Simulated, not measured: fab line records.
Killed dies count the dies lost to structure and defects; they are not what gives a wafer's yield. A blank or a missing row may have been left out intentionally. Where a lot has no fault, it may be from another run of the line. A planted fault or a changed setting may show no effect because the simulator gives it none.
Tool commonality check    flow sky130    33 wafers sampled across 11 lots

REASON FOR OPENING
At SKY_PWDE_TW_MEAS_10 the reading PWDE_TW is flagged on 2 of 11 lots. Wafers without a fault read 374.5, standard deviation 1.9.
Rule: a lot is flagged when every wafer of it that has a number lies more than 4 standard deviations from that mean, or none has a number. The other lots count as sound.

lot   measured     on             PWDE_TW, wafer by wafer  flag
L301  day 3 21:28  film-metro-02  372.1 374.9 373.3        
L304  day 4 11:03  film-metro-02  375.6 374.6 377.2        
L312  day 6 14:01  film-metro-01  1013.5 1019.7 1017.6     FLAGGED
L313  day 6 18:38  film-metro-04  1005.7 1008.0 1012.2     FLAGGED
L315  day 7 01:15  film-metro-04  376.3 376.9 375.9        
L317  day 7 11:11  film-metro-04  377.4 378.5 377.6        
L319  day 8 13:55  film-metro-01  372.1 377.6 377.4        
L320  day 8 16:32  film-metro-04  374.1 374.4 375.2        
L321  day 8 17:07  film-metro-01  373.7 375.0 374.9        
L322  day 8 21:38  film-metro-01  374.5 375.5 375.3        
L324  day 9 11:18  film-metro-02  377.5 376.7 377.4        
Flagged lots average 1012.8: +638.3 relative to the usual, that is +99 or more standard deviations.

WHICH TOOL RAN EACH LOT
The record holds 2 process steps before the reading, out of a route of 708 steps. Read each cell as the tool, then ch plus the chambers that the sampled wafers visited, then the start.
lot   flag     SKY_DNWELL_COAT_02                SKY_DNWELL_STRIP_08
L301           litho-track-01 ch 0, day 2 20:44  plasma-asher-04 ch 0,1, day 3 05:25
L304           litho-track-03 ch 0, day 3 10:31  plasma-asher-03 ch 0,1, day 3 19:18
L312  FLAGGED  litho-track-03 ch 0, day 5 09:59  plasma-asher-04 ch 0, day 5 18:57
L313  FLAGGED  litho-track-03 ch 0, day 5 14:37  plasma-asher-03 ch 0,1, day 6 00:27
L315           litho-track-02 ch 0, day 5 20:56  plasma-asher-04 ch 0,1, day 6 06:40
L317           litho-track-02 ch 0, day 6 06:24  plasma-asher-03 ch 0,1, day 6 15:39
L319           litho-track-01 ch 0, day 7 06:30  plasma-asher-03 ch 0,1, day 7 17:12
L320           litho-track-02 ch 0, day 7 09:15  plasma-asher-04 ch 0, day 7 19:45
L321           litho-track-01 ch 0, day 7 09:24  plasma-asher-01 ch 0,1, day 7 20:26
L322           litho-track-01 ch 0, day 7 13:51  plasma-asher-01 ch 0,1, day 8 00:19
L324           litho-track-03 ch 0, day 8 02:20  plasma-asher-04 ch 0,1, day 8 13:34
These steps, and what they do:
- SKY_DNWELL_COAT_02: resist thk 3000 nm.
- SKY_DNWELL_STRIP_08: strips in O2/N2.
- SKY_PWDE_TW_MEAS_10

FLAGGED AGAINST TOTAL, ONE TOOL AT A TIME (gauges that did the reading follow at the end)
step                 tool             lots run  flagged  share of the flagged lots  sound lots run after its first flagged lot
SKY_DNWELL_COAT_02   litho-track-01   4         0        none                       -
SKY_DNWELL_COAT_02   litho-track-02   3         0        none                       -
SKY_DNWELL_COAT_02   litho-track-03   4         2        all                        1 (L324)
SKY_DNWELL_STRIP_08  plasma-asher-01  2         0        none                       -
SKY_DNWELL_STRIP_08  plasma-asher-03  4         1        some                       2 (L317,L319)
SKY_DNWELL_STRIP_08  plasma-asher-04  5         1        some                       3 (L315,L320,L324)
SKY_PWDE_TW_MEAS_10  film-metro-01    4         1        some                       3 (L319,L321,L322)
SKY_PWDE_TW_MEAS_10  film-metro-02    3         0        none                       -
SKY_PWDE_TW_MEAS_10  film-metro-04    4         1        some                       3 (L315,L317,L320)

WHAT THE TABLE PERMITS
1 row of the table ran every flagged lot: litho-track-03 at SKY_DNWELL_COAT_02.
- litho-track-03 at SKY_DNWELL_COAT_02: 2 of its 4 lots flagged. Lots that were sound ran on it after the first flagged one (L324); a persistent fault on the entire tool would not allow that.
There is no row in the table that ran each flagged lot and no sound lot after the first.

WHAT THE SIMULATOR PUT IN
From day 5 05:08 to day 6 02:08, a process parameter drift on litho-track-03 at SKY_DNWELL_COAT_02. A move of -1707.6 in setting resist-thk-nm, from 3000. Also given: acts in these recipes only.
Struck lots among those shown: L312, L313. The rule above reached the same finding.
